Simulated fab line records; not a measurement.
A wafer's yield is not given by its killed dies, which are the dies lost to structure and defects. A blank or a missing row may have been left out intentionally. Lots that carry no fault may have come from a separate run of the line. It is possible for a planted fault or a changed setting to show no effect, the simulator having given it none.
A struck lot beside a sound one    flow gf180mcu    17 out of 602 route steps
Sound: the wafers L320.2, L320.4, L320.5. The struck wafers were L324.3, L324.4, L324.5. The cause is named last.
Per side, at each step with rows, come the tool, then ch with its chambers, and then its first start. Under that, the readings that differ: sound wafers    struck wafers    difference of the means    sigmas: that difference in standard deviations of wafers without a fault.
alike: same words and numbers on both sides, and readings whose means sit less than 2 such deviations apart. not compared: any withheld reading, any reading some wafer has no value for, any bound like >300 that may hide the same value, and any number with overlapping values for which the record gives no deviation.
The two part at a step that has a row with sigmas, a row that says differs or no value, or rows on one side only. Numbers that don't overlap but have no deviation are shown without sigmas and don't part them. A reading missing from all wafers of one side parts the sides only when that side holds two or more wafers.

first, 4 steps without rows for these wafers: GF_M4_SOFTBAKE_10 (time 60 s); GF_M4_EXPOSE_11 (exposes mask Metal4, target cd 280 nm); GF_M4_PEB_12 (peb time 90 s); GF_M4_DEVELOP_13 (develop time 60 s).
GF_M4_CD_MEAS_14 targets a cd of 280 nm.
  sound on cd_sem-01, day 27 14:08; struck on cd_sem-02, day 29 00:32
reading     sound              struck             difference  sigmas
cd_nm (nm)  281.3 281.2 281.9  279.0 278.4 278.9  -2.7        -3
GF_M4_OVL_MEAS_15:
  sound on overlay-01, day 27 14:14; struck on overlay-02, day 29 00:37
  alike: M4_OVL
GF_M4_METAL_ETCH_16: etches the open film in Cl2/BCl3, stops on SiO2, target depth 750.8 nm, time 125.1 s.
  sound on rie_metal-02 ch 0, day 27 14:16; struck on rie_metal-04 ch 0,1, day 29 00:41
reading                       sound           struck          difference  sigmas
he_backside_leak_sccm (sccm)  3.78 3.59 3.60  3.05 3.18 2.89  -0.62       -3
  alike: drypump_motor_current_A, oes_product_au, throttle_valve_pct
  not compared: rf_hours_counter_h
GF_M4_STRIP_17: strips in O2/N2.
  sound on plasma_asher-02 ch 0, day 27 14:23; struck on plasma_asher-02 ch 0,1, day 29 00:49
  alike: drypump_motor_current_A, heater_power_w, oes_product_au, strip_time_to_endpoint_s
  not compared: rf_hours_counter_h
then, 3 steps without rows for these wafers: GF_M4_STRIP_18 (strips in post etch residue remover, time 1200 s); GF_M4_CLEAN_19 (cleans in DIW); GF_V4_CVD_00 (deposits SiO2, target thk 600 nm, time 100 s).
GF_V4_THK_MEAS_01:
  sound on film_metro-01, day 27 15:03; struck on film_metro-01, day 29 01:24
  alike: V4_CVD_00_THK
GF_V4_CVD_02: deposits SiO2 from TEOS, target thk 850 nm, time 94.851 s.
  sound on pecvd-01 ch 0,1,2, day 27 15:06; struck on pecvd-01 ch 0,1, day 29 01:26
reading                              sound            struck          difference  sigmas
model.SiO2_of_V4_CVD_02.thk_nm (nm)  837 852.4 845.4  1213 1243 1236  +386        
  alike: heater_power_outer_w, heater_power_w
GF_V4_THK_MEAS_03:
  sound on film_metro-04, day 27 15:11; struck on film_metro-01, day 29 01:32
reading             sound        struck          difference  sigmas
V4_CVD_02_THK (nm)  837 852 845  1214 1244 1236  +387        +35
GF_V4_CMP_04: polishes SiO2.
  sound on cmp-02 ch 0,1,3, day 27 15:17; struck on cmp-01 ch 1,2,3, day 29 01:37
reading                 sound     struck       difference  sigmas
time_to_endpoint_s (s)  73 87 81  225 230 224  +146        +25
  alike: motor_current_A
GF_V4_BOW_MEAS_05:
  sound on film_metro-01, day 27 15:34; struck on film_metro-03, day 29 01:55
  alike: V4_BOW
-- the record jumps here: 5 days lie between the struck wafers' starts before and after (it left off in module V4 and takes up again in module PASSIVATION, whose first step shown is number 602 of the route) --
GF_PASSIVATION_PROBE_99:
  only the struck wafers here have rows in the record (prober-01, day 33 18:17); the sound ones have none

== WHERE THEY PART ==
Earliest at GF_M4_CD_MEAS_14; latest, in this record, at GF_PASSIVATION_PROBE_99.

WHY: what had been put in by the simulator
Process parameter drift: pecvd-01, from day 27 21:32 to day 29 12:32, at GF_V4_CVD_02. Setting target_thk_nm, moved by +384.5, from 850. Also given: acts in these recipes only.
